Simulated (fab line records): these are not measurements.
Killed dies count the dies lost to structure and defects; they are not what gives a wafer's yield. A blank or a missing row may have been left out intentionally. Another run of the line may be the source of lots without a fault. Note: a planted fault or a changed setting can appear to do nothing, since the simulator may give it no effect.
One fault seen from 2 desks || flow gf180mcu || what lay behind the numbers comes last; until then each desk has only its own

== AT THE METROLOGY DESK ==
What the gauges read, lot by lot, whatever tool the lot ran on: means of the sampled wafers that have a number. Marked OUT: a lot whose mean sits more than 4 standard deviations from the usual mean, which makes it out of limits; the brackets give that distance.
Columns: A = CONTACT_W_RS at GF_CONTACT_RS_MEAS_25, usual 0.381 ohm/sq; B = CONTACT_W_THK at GF_CONTACT_THK_MEAS_26, usual 312 nm
{"lot": "L446", "first seen here": "day 16 17:35", "A": 0.387, "B": 306}
{"lot": "L447", "first seen here": "day 17 03:30", "A": 0.379, "B": 311}
{"lot": "L449", "first seen here": "day 17 15:46", "A": 0.383, "B": 308}
{"lot": "L453", "first seen here": "day 19 03:18", "A": "0.357 (-4.1) OUT", "B": 331}
{"lot": "L455", "first seen here": "day 20 04:49", "A": "0.355 (-4.5) OUT", "B": 334}
{"lot": "L457", "first seen here": "day 20 16:22", "A": 0.380, "B": 312}
{"lot": "L458", "first seen here": "day 21 00:03", "A": 0.376, "B": 316}
{"lot": "L460", "first seen here": "day 21 20:38", "A": 0.378, "B": 314}
{"lot": "L463", "first seen here": "day 22 23:49", "A": 0.380, "B": 312}
{"lot": "L465", "first seen here": "day 23 08:55", "A": 0.381, "B": 311}
{"lot": "L466", "first seen here": "day 23 13:10", "A": 0.380, "B": 321}
{"lot": "L467", "first seen here": "day 24 02:39", "A": 0.387, "B": 307}
{"lot": "L468", "first seen here": "day 24 04:34", "A": 0.378, "B": 313}
This desk's result: L453, L455 out of limits, first on L453 (CONTACT_W_RS at GF_CONTACT_RS_MEAS_25), day 19 03:18. L446, L447, L449, L457, L458, L460, L463, L465, L466, L467, L468: within limits.

== AT THE TOOL OWNER'S DESK: cvdW-01 ==
The tool's own readings at GF_CONTACT_CVD_24 (deposits W, target thk 300 nm, time 90.339 s): means of the sampled wafers that have a number, for each lot that ran on this tool. Marked OUT: a lot whose mean sits more than 4 standard deviations from the usual mean, which makes it out of limits; the brackets give that distance.
Columns: A = heaterPowerW at GF_CONTACT_CVD_24, usual 797 W
{"lot": "L446", "first seen here": "day 16 17:29", "A": 862}
{"lot": "L453", "first seen here": "day 19 03:12", "A": 730}
{"lot": "L455", "first seen here": "day 20 04:41", "A": 822}
{"lot": "L465", "first seen here": "day 23 08:47", "A": 834}
{"lot": "L466", "first seen here": "day 23 13:04", "A": 832}
{"lot": "L468", "first seen here": "day 24 04:27", "A": 836}
This desk's verdict: no lot among the 6 shows anything out of limits.

== PUT TOGETHER ==
The metrology desk could have raised an alarm at day 19 03:18, on L453, L455.
Nothing out of limits was seen by the tool owner's desk.
On record at the tool owner's desk: L453, L455, within its limits.
All the named lots went through GF_CONTACT_CVD_24 on cvdW-01.

== WHAT THE SIMULATOR HAD INSERTED ==
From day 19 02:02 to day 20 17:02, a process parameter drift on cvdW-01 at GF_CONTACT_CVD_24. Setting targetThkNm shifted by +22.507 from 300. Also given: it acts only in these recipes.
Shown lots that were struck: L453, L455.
Delay in hours, fault start to first out-of-limits reading, per desk: metrology desk 1.
